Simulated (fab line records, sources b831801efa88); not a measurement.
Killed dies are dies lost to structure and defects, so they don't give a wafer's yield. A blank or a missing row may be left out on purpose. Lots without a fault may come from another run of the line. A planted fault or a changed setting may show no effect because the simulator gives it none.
Which tool did it? | flow sky130 | 12 lots, 36 wafers sampled, at 5 steps of a route of 708

WHAT THE GAUGES READ, wafer by wafer
The record holds no reading of a measuring or inspecting step that can be judged against a usual standard deviation.

WHICH TOOL RAN EACH LOT (tool, then ch and the chambers of the sampled wafers, then the start)
lot  | SKY_VIA1_HDPCVD_00               | SKY_VIA2_ETCH_15                   | SKY_VIA3_ETCH_14                   | SKY_METAL4_SPUTTER_01        | SKY_PAD_OPEN_PROBE_99
L795 | hdpcvd-01 ch 0,1,2, day 33 00:26 | rie_diel-03 ch 1,2,3, day 36 10:54 | rie_diel-02 ch 0,2, day 39 19:35   | pvd_sputter-04, day 39 20:58 | -
L797 | hdpcvd-01 ch 1,2, day 33 10:01   | rie_diel-01 ch 0,2, day 36 19:17   | rie_diel-02 ch 0,2,3, day 40 02:30 | pvd_sputter-03, day 40 03:53 | -
L798 | hdpcvd-02 ch 0,1,2, day 33 18:25 | rie_diel-02 ch 0,1, day 37 04:15   | rie_diel-02 ch 0,1, day 40 11:07   | pvd_sputter-02, day 40 12:29 | -
L799 | hdpcvd-02 ch 0,1,2, day 34 05:08 | rie_diel-01 ch 1,2,3, day 37 15:38 | rie_diel-03 ch 0,1,3, day 40 22:18 | pvd_sputter-02, day 40 23:41 | -
L801 | hdpcvd-01 ch 0,1,2, day 34 20:22 | rie_diel-03 ch 0,2, day 38 04:59   | rie_diel-02 ch 0,1, day 41 09:53   | pvd_sputter-04, day 41 11:16 | -
L802 | hdpcvd-02 ch 0,1,2, day 35 07:45 | rie_diel-01 ch 0,1,3, day 38 16:08 | rie_diel-04 ch 0,1, day 41 21:12   | pvd_sputter-02, day 41 22:37 | -
L804 | hdpcvd-02 ch 0,1,2, day 35 18:13 | rie_diel-02 ch 1,3, day 39 02:59   | rie_diel-03 ch 1,2,3, day 42 07:32 | pvd_sputter-02, day 42 08:56 | -
L805 | hdpcvd-01 ch 1,2, day 36 02:56   | rie_diel-02 ch 1,2,3, day 39 10:35 | rie_diel-03 ch 0,1,3, day 42 15:49 | pvd_sputter-02, day 42 17:11 | -
L808 | hdpcvd-01 ch 1,2, day 36 18:00   | rie_diel-02 ch 0,2,3, day 40 01:23 | rie_diel-03 ch 0,2,3, day 43 04:35 | pvd_sputter-04, day 43 05:58 | -
L811 | hdpcvd-01 ch 0,1,2, day 38 21:53 | rie_diel-01 ch 0,3, day 42 02:47   | rie_diel-02 ch 0,1,2, day 45 02:22 | pvd_sputter-03, day 45 03:50 | prober-01, day 50 05:25
L815 | hdpcvd-01 ch 0,2, day 39 05:58   | rie_diel-02 ch 0,1,2, day 42 09:48 | rie_diel-02 ch 0,1, day 45 09:14   | pvd_sputter-04, day 45 10:37 | prober-01, day 50 09:56
L817 | hdpcvd-02 ch 0,1,2, day 39 19:55 | rie_diel-03 ch 0,1, day 43 00:17   | rie_diel-03 ch 0,2,3, day 45 23:17 | pvd_sputter-04, day 46 00:41 | -
- SKY_VIA1_HDPCVD_00: deposits SiO2, target thk 1030 nm, time 171.7 s.
- SKY_VIA2_ETCH_15: etches SiO2 in C4F8/O2/Ar, stops on TiN, target depth 546 nm, time 84 s.
- SKY_VIA3_ETCH_14: etches BARC in N2/H2, stops on SiO2, time 45.9 s, target depth 60 nm.
- SKY_METAL4_SPUTTER_01: material TiN, target thk 20 nm, time 16.7 s.
- SKY_PAD_OPEN_PROBE_99

WHAT THE TOOLS THEMSELVES READ (means of the sampled wafers that have a number; where no wafer has one, the mark that the record gives instead)
SKY_VIA1_HDPCVD_00. Usual: susceptor_temp_C 400.00 C, standard deviation 0.22.
lot  | tool      | susceptor_temp_C (C) | flag
L795 | hdpcvd-01 | 400.15               |
L797 | hdpcvd-01 | 399.90               |
L798 | hdpcvd-02 | 400.03               |
L799 | hdpcvd-02 | 399.84               |
L801 | hdpcvd-01 | 400.10               |
L802 | hdpcvd-02 | 400.13               |
L804 | hdpcvd-02 | 400.25               |
L805 | hdpcvd-01 | 399.70               |
L808 | hdpcvd-01 | 400.09               |
L811 | hdpcvd-01 | 399.96               |
L815 | hdpcvd-01 | 400.00               |
L817 | hdpcvd-02 | 400.02               |

SKY_VIA2_ETCH_15. Usual: chamber_pressure_mTorr 40.00 mTorr, standard deviation 0.036; oes_product_au 0.939 a.u., standard deviation 0.0052.
lot  | tool        | chamber_pressure_mTorr (mTorr) | oes_product_au (a.u.) | flag
L795 | rie_diel-03 | 40.01                          | 0.942                 |
L797 | rie_diel-01 | 40.00                          | 0.939                 |
L798 | rie_diel-02 | 40.00                          | 0.940                 |
L799 | rie_diel-01 | 39.98                          | 0.935                 |
L801 | rie_diel-03 | 39.99                          | 0.932                 |
L802 | rie_diel-01 | 40.00                          | 0.939                 |
L804 | rie_diel-02 | 40.03                          | 0.940                 |
L805 | rie_diel-02 | 39.96                          | 0.945                 |
L808 | rie_diel-02 | 39.98                          | 0.939                 |
L811 | rie_diel-01 | 39.98                          | 0.941                 |
L815 | rie_diel-02 | 39.99                          | 0.940                 |
L817 | rie_diel-03 | 40.00                          | 0.943                 |

SKY_VIA3_ETCH_14. Usual: chamber_pressure_mTorr 30.004 mTorr, standard deviation 0.027; drypump_motor_current_A 5.5 A, standard deviation 0.36; oes_product_au 0.855 a.u., standard deviation 0.0047; throttle_valve_pct 13.222 %, standard deviation 0.0091.
lot  | tool        | chamber_pressure_mTorr (mTorr) | drypump_motor_current_A (A) | oes_product_au (a.u.) | throttle_valve_pct (%) | flag
L795 | rie_diel-02 | 30.020                         | 5.9                         | 0.854                 | 13.228                 |
L797 | rie_diel-02 | 29.984                         | 5.7                         | 0.857                 | 13.218                 |
L798 | rie_diel-02 | 30.003                         | 6.0                         | 0.852                 | 13.214                 |
L799 | rie_diel-03 | 29.970                         | 5.3                         | 0.855                 | 13.220                 |
L801 | rie_diel-02 | 30.007                         | 6.0                         | 0.851                 | 13.222                 |
L802 | rie_diel-04 | 29.967                         | 5.3                         | 0.850                 | 13.228                 |
L804 | rie_diel-03 | 30.018                         | 5.2                         | 0.851                 | 13.226                 |
L805 | rie_diel-03 | 30.003                         | 5.3                         | 0.855                 | 13.221                 |
L808 | rie_diel-03 | 29.986                         | 5.2                         | 0.857                 | 13.223                 |
L811 | rie_diel-02 | 29.988                         | 6.0                         | 0.851                 | 13.219                 |
L815 | rie_diel-02 | 30.022                         | 5.9                         | 0.857                 | 13.226                 |
L817 | rie_diel-03 | 29.967                         | 5.2                         | 0.857                 | 13.219                 |

SKY_METAL4_SPUTTER_01. Usual: throttle_valve_pct 30.0 %, standard deviation 0.62.
lot  | tool           | throttle_valve_pct (%) | flag
L795 | pvd_sputter-04 | 30.4                   |
L797 | pvd_sputter-03 | 29.9                   |
L798 | pvd_sputter-02 | 30.4                   |
L799 | pvd_sputter-02 | 30.1                   |
L801 | pvd_sputter-04 | 29.5                   |
L802 | pvd_sputter-02 | 30.0                   |
L804 | pvd_sputter-02 | 30.0                   |
L805 | pvd_sputter-02 | 30.2                   |
L808 | pvd_sputter-04 | 30.5                   |
L811 | pvd_sputter-03 | 30.0                   |
L815 | pvd_sputter-04 | 29.4                   |
L817 | pvd_sputter-04 | 29.8                   |

SKY_PAD_OPEN_PROBE_99. Usual: defect_limited_yield 82.6 %, standard deviation 1.8; killed_at_M0_to_M3 44, standard deviation 6.9; killed_at_M4_up 3.2, standard deviation 1.8; killed_at_contacts 23, standard deviation 5.2; killed_at_front_end 15, standard deviation 4.5; killed_at_other 0.3, standard deviation 0.56; killed_dies 85, standard deviation 8.8; killed_on_rim 17, standard deviation 3.5; killed_open 47, standard deviation 6.7; killed_short 39, standard deviation 6.4; sort_bin_3_pad_short 0.8 %, standard deviation 0.4; sort_bin_5_function 10.2 %, standard deviation 1.3; sort_bin_6_memory 6.4 %, standard deviation 1.1; sort_n_pass 407, standard deviation 8.8; sort_yield_pct 82.6 %, standard deviation 1.8.
lot  | tool      | defect_limited_yield (%) | killed_at_M0_to_M3 | killed_at_M4_up | killed_at_contacts | killed_at_front_end | killed_at_other | killed_dies | killed_on_rim | killed_open | killed_short | sort_bin_3_pad_short (%) | sort_bin_5_function (%) | sort_bin_6_memory (%) | sort_n_pass | sort_yield_pct (%) | flag
L811 | prober-01 | 76.2                     | 77                 | 1.3             | 22                 | 16                  | 1.0             | 117         | 28            | 44          | 37           | 2.9                      | 13.5                    | 7.3                   | 375         | 76.2               | OFF
L815 | prober-01 | 72.7                     | 87                 | 4.0             | 25                 | 18                  | 0.3             | 134         | 29            | 50          | 40           | 3.2                      | 16.0                    | 8.1                   | 358         | 72.7               | OFF

THE ANSWER, worked out from the rows above alone
Rule: a lot is off if the mean of its wafers that have a number lies more than 3 standard deviations from the usual mean. A lot without any number at a reading at which 4 lots or more have one is off too. The other lots that the step has rows for count as sound. The gauges are gone through in route order, then the tools' own readings, and for those a lot's mean is taken as printed above. The first step at which some lot is off is used, and at that step the reading that is off furthest; a lot without a number counts as furthest.
Off: L811, L815, at SKY_PAD_OPEN_PROBE_99 (killed_at_M0_to_M3). Neither off nor sound, because the step has no rows for them: L795, L797, L798, L799, L801, L802, L804, L805, L808, L817.
A tool fits if, at that step or a process step before it, it ran every lot that is off, and no sound lot after the first of them. Can't be told from this: 3 tools fit, hdpcvd-01 at SKY_VIA1_HDPCVD_00, rie_diel-02 at SKY_VIA3_ETCH_14, prober-01 at SKY_PAD_OPEN_PROBE_99.

WHAT THE SIMULATOR HAD PUT IN
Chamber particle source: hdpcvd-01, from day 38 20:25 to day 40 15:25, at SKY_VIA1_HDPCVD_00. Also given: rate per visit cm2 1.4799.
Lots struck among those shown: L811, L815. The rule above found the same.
